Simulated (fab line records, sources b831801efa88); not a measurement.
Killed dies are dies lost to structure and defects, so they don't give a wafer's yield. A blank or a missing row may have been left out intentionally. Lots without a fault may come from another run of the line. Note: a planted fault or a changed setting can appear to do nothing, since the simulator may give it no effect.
fab line records + flow gf180mcu
record
- lots=5
- wafers=15
- last-day=33
route steps=602 shown CONTACT@295
lots that met no fault: from a run of the same line without faults
start-h: start of the lot's first displayed wafer, in hours after the record's first day + wait-h: hours from the lot's prior step to this one + " identical to the entry in the row above + L1.1+2: a single row standing in for several wafers + - either no value or no given start + * or withheld: withheld + < > ~ a bound
route shown NAME@n: a module of which the file shows steps, and the number in the route of the first + usual: mean and standard deviation over wafers with no fault + same: alike in all rows + chamber/n: place in a boat + sites: the reading at each site + _std_site: the standard deviation of these + _edge_site: the outer-site mean with the inner-site mean subtracted + radius-mm: for every site, how far away it sits from the centre of the wafer + mask NAME#n: copy n + behind: tool/chamber where the wafer was last shaped + hold: cause of the lot's hold/its duration in hours/its outcome + device: whichever transistor did not switch (one of n, p or np) + end of line: tests run on the same wafers once the route is complete + where a step has no rows: the recipe by itself + killed: dies lost to structure and defects at the first sort, not the wafer's yield + map: a wafer's dies, x killed, . not, _ none there
set.NAME: the setting the step ran with; set.NAME@STEP: the setting that earlier step ran with + model.NAME: the simulator's own value behind a step, which no gauge read
lots at some steps of the route; a table a step, a row a wafer
services: when a tool's chamber went out of use (start-h, in hours from the record's first day, below 0 if earlier), for how many hours, and the reason
## steps
# step GF_CONTACT_COAT_08
# recipe
- resist=BARC
- temp-c=withheld
- time-s=withheld
- spin-rpm=withheld
- resist-thk-nm=withheld
# usual
- chill-plate-temp-C=*
- exhaust-pa=44.9/0.99
| lot.wafer | tool           | chamber | start-h | wait-h | chill-plate-temp-C | exhaust-pa |
|-----------|----------------|---------|---------|--------|--------------------|------------|
| L085.1    | litho-track-03 | 0       | 437.87  | 0.1    | *                  | 44.9       |
| L085.2    | "              | 0       | "       | "      | *                  | 45.1       |
| L085.5    | "              | 0       | "       | "      | *                  | 44.8       |
| L087.1    | litho-track-02 | 0       | 458.43  | 0.1    | *                  | 45.6       |
| L087.2    | "              | 0       | "       | "      | *                  | 44.7       |
| L087.4    | "              | 0       | "       | "      | *                  | 45.3       |
| L089.1    | litho-track-01 | 0       | 491.43  | 0.1    | *                  | 44.1       |
| L089.4    | "              | 0       | "       | "      | *                  | 44.8       |
| L089.5    | "              | 0       | "       | "      | *                  | 45.5       |
| L090.1    | litho-track-01 | 0       | 502.58  | 0.1    | *                  | 45.1       |
| L090.3    | "              | 0       | "       | "      | *                  | 43.1       |
| L090.4    | "              | 0       | "       | "      | *                  | 44.3       |
| L091.4    | litho-track-01 | 0       | 521.56  | 0.1    | *                  | 46.2       |
| L091.5    | "              | 0       | "       | "      | *                  | 45.5       |
| L091.6    | "              | 0       | "       | "      | *                  | 45.4       |
# step GF_CONTACT_COAT_09
# recipe
- resist=KrF
- spin-rpm=withheld
- resist-thk-nm=1000
# usual
- chill-plate-temp-C=23.01/0.13
- exhaust-pa=45.1/0.99
| lot.wafer | tool           | chamber | start-h | wait-h | chill-plate-temp-C | exhaust-pa |
|-----------|----------------|---------|---------|--------|--------------------|------------|
| L085.1    | litho-track-03 | 0       | -       | -      | 22.71              | 43.0       |
| L085.2    | "              | 0       | "       | "      | 22.84              | 46.1       |
| L085.5    | "              | 0       | "       | "      | 22.99              | 45.3       |
| L087.1    | litho-track-02 | 0       | -       | -      | 23.22              | 45.9       |
| L087.2    | "              | 0       | "       | "      | 23.25              | 44.5       |
| L087.4    | "              | 0       | "       | "      | 23.08              | 45.6       |
| L089.1    | litho-track-01 | 0       | -       | -      | 23.18              | 46.5       |
| L089.4    | "              | 0       | "       | "      | 23.17              | 45.1       |
| L089.5    | "              | 0       | "       | "      | 23.08              | 46.2       |
| L090.1    | litho-track-01 | 0       | -       | -      | 23.04              | 44.7       |
| L090.3    | "              | 0       | "       | "      | 23.26              | 44.9       |
| L090.4    | "              | 0       | "       | "      | 22.94              | 46.5       |
| L091.4    | litho-track-01 | 0       | -       | -      | 22.86              | 44.9       |
| L091.5    | "              | 0       | "       | "      | 23.05              | 45.7       |
| L091.6    | "              | 0       | "       | "      | 22.83              | 45.5       |
# step GF_CONTACT_SOFTBAKE_10
# recipe
- temp-c=130
- time-s=60
- resist=KrF
# usual
- chill-plate-temp-C=22.98/0.096
- exhaust-pa=44.9/0.84
- heater-power-total-W=93.06/0.06
| lot.wafer | tool           | chamber | start-h | wait-h | chill-plate-temp-C | exhaust-pa | heater-power-total-W |
|-----------|----------------|---------|---------|--------|--------------------|------------|----------------------|
| L085.1    | litho-track-03 | 0       | -       | -      | 22.90              | 45.0       | 93.06                |
| L085.2    | "              | 0       | "       | "      | 22.97              | 45.7       | 93.05                |
| L085.5    | "              | 0       | "       | "      | 22.79              | 45.6       | 93.07                |
| L087.1    | litho-track-02 | 0       | -       | -      | 22.91              | 46.0       | 92.98                |
| L087.2    | "              | 0       | "       | "      | 22.91              | 44.1       | 93.14                |
| L087.4    | "              | 0       | "       | "      | 23.05              | 44.3       | 93.06                |
| L089.1    | litho-track-01 | 0       | -       | -      | 22.97              | 45.6       | 93.05                |
| L089.4    | "              | 0       | "       | "      | 23.07              | 45.1       | 93.12                |
| L089.5    | "              | 0       | "       | "      | 22.85              | 43.8       | 93.07                |
| L090.1    | litho-track-01 | 0       | -       | -      | 23.03              | 44.8       | 93.09                |
| L090.3    | "              | 0       | "       | "      | 23.27              | 43.1       | 93.12                |
| L090.4    | "              | 0       | "       | "      | 23.00              | 44.3       | 93.01                |
| L091.4    | litho-track-01 | 0       | -       | -      | 22.98              | 44.4       | 93.05                |
| L091.5    | "              | 0       | "       | "      | 23.00              | 46.1       | 93.02                |
| L091.6    | "              | 0       | "       | "      | 23.09              | 44.7       | 93.16                |
# step GF_CONTACT_EXPOSE_11
# recipe
- mask-id=Contact
- target-cd-nm=220
- na=0.68
- source-shape=conventional
- sigma-outer=0.6
- dose-mj=38
| lot.wafer  | tool           | chamber | start-h | wait-h | mask      |
|------------|----------------|---------|---------|--------|-----------|
| L085.1+2+5 | krf-scanner-02 | 0       | -       | -      | Contact#0 |
| L087.1+2+4 | krf-scanner-01 | 0       | -       | -      | Contact#0 |
| L089.1+4+5 | krf-scanner-01 | 0       | -       | -      | Contact#0 |
| L090.1+3+4 | krf-scanner-02 | 0       | -       | -      | Contact#0 |
| L091.4+5+6 | krf-scanner-01 | 0       | -       | -      | Contact#0 |
# step GF_CONTACT_PEB_12
# recipe
- peb-temp-c=135
- peb-time-s=90
- resist=KrF
# usual
- chill-plate-temp-C=22.97/0.11
- exhaust-pa=45.1/0.83
- heater-power-total-W=85.70/0.082
| lot.wafer | tool           | chamber | start-h | wait-h | chill-plate-temp-C | exhaust-pa | heater-power-total-W |
|-----------|----------------|---------|---------|--------|--------------------|------------|----------------------|
| L085.1    | litho-track-03 | 0       | -       | -      | 22.99              | 46.9       | 85.69                |
| L085.2    | "              | 0       | "       | "      | 23.02              | 45.9       | 85.66                |
| L085.5    | "              | 0       | "       | "      | 23.01              | 45.0       | 85.74                |
| L087.1    | litho-track-03 | 0       | -       | -      | 23.00              | 45.8       | 85.79                |
| L087.2    | "              | 0       | "       | "      | 23.07              | 45.4       | 85.79                |
| L087.4    | "              | 0       | "       | "      | 23.07              | 47.0       | 85.60                |
| L089.1    | litho-track-01 | 0       | -       | -      | 22.80              | 45.5       | 85.71                |
| L089.4    | "              | 0       | "       | "      | 22.83              | 45.4       | 85.76                |
| L089.5    | "              | 0       | "       | "      | 22.88              | 46.1       | 85.62                |
| L090.1    | litho-track-01 | 0       | -       | -      | 23.03              | 47.0       | 85.62                |
| L090.3    | "              | 0       | "       | "      | 23.04              | 45.6       | 85.78                |
| L090.4    | "              | 0       | "       | "      | 23.10              | 45.1       | 85.64                |
| L091.4    | litho-track-03 | 0       | -       | -      | 22.85              | 44.4       | 85.61                |
| L091.5    | "              | 0       | "       | "      | 22.89              | 46.0       | 85.80                |
| L091.6    | "              | 0       | "       | "      | 23.12              | 44.9       | 85.69                |
# step GF_CONTACT_DEVELOP_13
# recipe
- develop-time-s=60
- resist=KrF
- dev-temp-c=21
# usual
- chill-plate-temp-C=23.01/0.11
- exhaust-pa=44.7/0.89
| lot.wafer | tool           | chamber | start-h | wait-h | chill-plate-temp-C | exhaust-pa |
|-----------|----------------|---------|---------|--------|--------------------|------------|
| L085.1    | litho-track-03 | 0       | 449.42  | 0.2    | 22.97              | 44.5       |
| L085.2    | "              | 0       | "       | "      | 23.00              | 45.8       |
| L085.5    | "              | 0       | "       | "      | 22.88              | 46.6       |
| L087.1    | litho-track-03 | 0       | 470.12  | 0.2    | 22.98              | 44.8       |
| L087.2    | "              | 0       | "       | "      | 22.90              | 44.0       |
| L087.4    | "              | 0       | "       | "      | 23.05              | 44.1       |
| L089.1    | litho-track-01 | 0       | 503.23  | 0.2    | 23.06              | 43.8       |
| L089.4    | "              | 0       | "       | "      | 23.20              | 43.6       |
| L089.5    | "              | 0       | "       | "      | 23.10              | 43.9       |
| L090.1    | litho-track-01 | 0       | 514.78  | 0.2    | 22.85              | 45.0       |
| L090.3    | "              | 0       | "       | "      | 22.88              | 43.9       |
| L090.4    | "              | 0       | "       | "      | 22.82              | 45.0       |
| L091.4    | litho-track-03 | 0       | 532.39  | 0.1    | 23.14              | 47.2       |
| L091.5    | "              | 0       | "       | "      | 23.17              | 46.1       |
| L091.6    | "              | 0       | "       | "      | 23.10              | 45.3       |
# step GF_CONTACT_CD_MEAS_14
# recipe
- target-cd-nm=220
# usual
- cd-nm=220.1/1.3
| lot.wafer | tool      | chamber | start-h | wait-h | cd-nm |
|-----------|-----------|---------|---------|--------|-------|
| L085.1    | cd-sem-01 | -       | 449.57  | 0.1    | 221.5 |
| L085.2    | "         | -       | "       | "      | 221.4 |
| L085.5    | "         | -       | "       | "      | 221.7 |
| L087.1    | cd-sem-01 | -       | 470.27  | 0.1    | 218.7 |
| L087.2    | "         | -       | "       | "      | 219.2 |
| L087.4    | "         | -       | "       | "      | 219.3 |
| L089.1    | cd-sem-01 | -       | 503.38  | 0.1    | 218.1 |
| L089.4    | "         | -       | "       | "      | 219.0 |
| L089.5    | "         | -       | "       | "      | 218.6 |
| L090.1    | cd-sem-01 | -       | 514.93  | 0.1    | 222.6 |
| L090.3    | "         | -       | "       | "      | 222.0 |
| L090.4    | "         | -       | "       | "      | 221.1 |
| L091.4    | cd-sem-01 | -       | 532.52  | 0.1    | 220.8 |
| L091.5    | "         | -       | "       | "      | 219.4 |
| L091.6    | "         | -       | "       | "      | 220.3 |
# step GF_CONTACT_OVL_MEAS_15
# usual
- CONTACT_OVL=-1/5.5
| lot.wafer | tool       | chamber | start-h | wait-h | CONTACT_OVL[nm] |
|-----------|------------|---------|---------|--------|-----------------|
| L085.1    | overlay-01 | -       | 449.69  | 0.1    | 0               |
| L085.2    | "          | -       | "       | "      | -9              |
| L085.5    | "          | -       | "       | "      | 3               |
| L087.1    | overlay-02 | -       | 470.39  | 0.1    | 2               |
| L087.2    | "          | -       | "       | "      | -4              |
| L087.4    | "          | -       | "       | "      | -4              |
| L089.1    | overlay-02 | -       | 503.50  | 0.1    | 0               |
| L089.4    | "          | -       | "       | "      | -2              |
| L089.5    | "          | -       | "       | "      | -2              |
| L090.1    | overlay-01 | -       | 515.05  | 0.1    | 8               |
| L090.3    | "          | -       | "       | "      | 1               |
| L090.4    | "          | -       | "       | "      | -5              |
| L091.4    | overlay-01 | -       | 532.60  | 0.1    | -3              |
| L091.5    | "          | -       | "       | "      | -6              |
| L091.6    | "          | -       | "       | "      | -12             |
# step GF_CONTACT_ETCH_16
# recipe
- chemistry=N2/H2
- target-depth-a=withheld
- overetch-a=withheld
- time-s=withheld
- target=BARC
- ion-energy-ev=200
- source-w=500
- bias-w=100
- pressure-mtorr=30
- n2-flow-sccm=100
- h2-flow-sccm=200
# usual
- drypump-motor-current-A=5.7/0.35
- oes-product-au=0.854/0.0043
- throttle-valve-pct=13.225/0.0089
| lot.wafer | tool        | chamber | start-h | wait-h | drypump-motor-current-A | oes-product-au | throttle-valve-pct |
|-----------|-------------|---------|---------|--------|-------------------------|----------------|--------------------|
| L085.1    | rie-diel-03 | 0       | 449.72  | 0.0    | 5.5                     | 0.855          | 13.236             |
| L085.2    | "           | 1       | "       | "      | 5.5                     | 0.856          | 13.236             |
| L085.5    | "           | 2       | "       | "      | 5.8                     | 0.849          | 13.225             |
| L087.1    | rie-diel-03 | 0       | 470.42  | 0.0    | 5.5                     | 0.852          | 13.225             |
| L087.2    | "           | 3       | "       | "      | 5.8                     | 0.862          | 13.222             |
| L087.4    | "           | 1       | "       | "      | 5.5                     | 0.854          | 13.230             |
| L089.1    | rie-diel-04 | 2       | 503.54  | 0.0    | 6.6                     | 0.862          | 13.231             |
| L089.4    | "           | 0       | "       | "      | 6.0                     | 0.845          | 13.215             |
| L089.5    | "           | 0       | "       | "      | 6.0                     | 0.857          | 13.225             |
| L090.1    | rie-diel-04 | 2       | 515.09  | 0.0    | 6.7                     | 0.856          | 13.232             |
| L090.3    | "           | 1       | "       | "      | 5.8                     | 0.854          | 13.214             |
| L090.4    | "           | 0       | "       | "      | 6.0                     | 0.861          | 13.230             |
| L091.4    | rie-diel-03 | 0       | 532.62  | 0.0    | 5.5                     | 0.852          | 13.245             |
| L091.5    | "           | 0       | "       | "      | 5.5                     | 0.847          | 13.224             |
| L091.6    | "           | 1       | "       | "      | 5.5                     | 0.846          | 13.235             |
# step GF_CONTACT_ETCH_17
# recipe
- chemistry=C4F8/O2/Ar
- mask-material=KrF
- target=SiO2
- stop-on=CoSi2
- source-w=1500
- bias-w=1200
- pressure-mtorr=40
- c4f8-flow-sccm=withheld
- O2_flow_sccm=6
- Ar_flow_sccm=300
- time-s=withheld
- target-depth-a=8600
# usual
- oes-product-au=0.814/0.005
| lot.wafer | tool        | chamber | start-h | wait-h | oes-product-au |
|-----------|-------------|---------|---------|--------|----------------|
| L085.1    | rie-diel-03 | 0       | -       | -      | 0.818          |
| L085.2    | "           | 1       | "       | "      | 0.809          |
| L085.5    | "           | 2       | "       | "      | 0.815          |
| L087.1    | rie-diel-03 | 0       | -       | -      | 0.820          |
| L087.2    | "           | 3       | "       | "      | 0.817          |
| L087.4    | "           | 1       | "       | "      | 0.814          |
| L089.1    | rie-diel-04 | 2       | -       | -      | 0.820          |
| L089.4    | "           | 0       | "       | "      | 0.813          |
| L089.5    | "           | 0       | "       | "      | 0.816          |
| L090.1    | rie-diel-04 | 2       | -       | -      | 0.823          |
| L090.3    | "           | 1       | "       | "      | 0.815          |
| L090.4    | "           | 0       | "       | "      | 0.817          |
| L091.4    | rie-diel-03 | 0       | -       | -      | 0.818          |
| L091.5    | "           | 0       | "       | "      | 0.808          |
| L091.6    | "           | 1       | "       | "      | 0.809          |
# step GF_CONTACT_STRIP_18
# recipe
- chemistry=O2/N2
- power-w=1400
- pressure-mtorr=1500
- platen-temp-c=250
- o2-flow-sccm=3000
- n2-flow-sccm=300
- overash-fraction=0.5
# usual
- drypump-motor-current-A=5.5/0.47
- heater-power-w=341/29
- oes-product-au=0.580/0.005
| lot.wafer | tool            | chamber | start-h | wait-h | drypump-motor-current-A | heater-power-w | oes-product-au | rf-hours-counter-h |
|-----------|-----------------|---------|---------|--------|-------------------------|----------------|----------------|--------------------|
| L085.1    | plasma-asher-03 | 1       | 449.89  | -      | 5.2                     | 311            | 0.588          | 67                 |
| L085.2    | "               | 0       | "       | "      | 5.5                     | 370            | 0.573          | 67                 |
| L085.5    | "               | 0       | "       | "      | 5.5                     | 359            | 0.585          | -                  |
| L087.1    | plasma-asher-03 | 1       | 470.58  | -      | 5.3                     | 312            | 0.588          | 69                 |
| L087.2    | "               | 0       | "       | "      | 5.5                     | 367            | 0.581          | 69                 |
| L087.4    | "               | 1       | "       | "      | 5.3                     | 307            | 0.592          | -                  |
| L089.1    | plasma-asher-03 | 1       | 503.70  | -      | 5.2                     | 311            | 0.581          | 73                 |
| L089.4    | "               | 0       | "       | "      | 5.5                     | 370            | 0.572          | -                  |
| L089.5    | "               | 0       | "       | "      | 5.5                     | 373            | 0.574          | -                  |
| L090.1    | plasma-asher-03 | 0       | 515.25  | -      | 5.5                     | 361            | 0.583          | 74                 |
| L090.3    | "               | 0       | "       | "      | 5.5                     | 362            | 0.571          | -                  |
| L090.4    | "               | 1       | "       | "      | 5.2                     | 306            | 0.575          | -                  |
| L091.4    | plasma-asher-03 | 1       | 532.82  | -      | 5.3                     | 314            | 0.587          | -                  |
| L091.5    | "               | 1       | "       | "      | 5.3                     | 312            | 0.575          | -                  |
| L091.6    | "               | 0       | "       | "      | 5.5                     | 373            | 0.578          | -                  |
# step GF_CONTACT_CLEAN_19
# recipe
- chemistry=SPM
| lot.wafer  | tool         | chamber | start-h | wait-h |
|------------|--------------|---------|---------|--------|
| L085.1+2+5 | wet-bench-02 | 2       | 449.99  | 0.1    |
| L087.1+2+4 | wet-bench-02 | 0       | 470.68  | 0.1    |
| L089.1+4+5 | wet-bench-04 | 3       | 503.80  | 0.1    |
| L090.1+3+4 | wet-bench-02 | 1       | 515.35  | 0.1    |
| L091.4+5+6 | wet-bench-02 | 3       | 532.88  | 0.0    |
# step GF_CONTACT_CLEAN_20
# recipe
- chemistry=DIW
| lot.wafer  | tool         | chamber | start-h | wait-h |
|------------|--------------|---------|---------|--------|
| L085.1+2+5 | wet-bench-02 | 1       | 450.08  | 0.0    |
| L087.1+2+4 | wet-bench-04 | 3       | 470.78  | 0.0    |
| L089.1+4+5 | wet-bench-01 | 2       | 503.89  | 0.0    |
| L090.1+3+4 | wet-bench-01 | 0       | 515.44  | 0.0    |
| L091.4+5+6 | wet-bench-01 | 0       | 532.98  | 0.0    |
## services
| tool           | chamber | start-h | hours | kind        |
|----------------|---------|---------|-------|-------------|
| krf-scanner-01 | -       | 420.48  | 1.0   | pm          |
| rie-diel-04    | 2       | 426.32  | 19.3  | repair      |
| krf-scanner-02 | -       | 432.24  | 1.0   | pm          |
| krf-scanner-01 | -       | 433.24  | 0.8   | pm          |
| rie-diel-03    | 3       | 444.00  | 2.8   | repair      |
| krf-scanner-01 | -       | 448.65  | 0.8   | pm          |
| krf-scanner-02 | -       | 461.60  | 1.3   | pm          |
| rie-diel-03    | 0       | 462.56  | 6.7   | repair      |
| krf-scanner-01 | 0       | 468.95  | -     | calibration |
| rie-diel-04    | 2       | 487.05  | 6.9   | repair      |
| krf-scanner-01 | -       | 492.84  | 1.3   | pm          |
## key
fault none
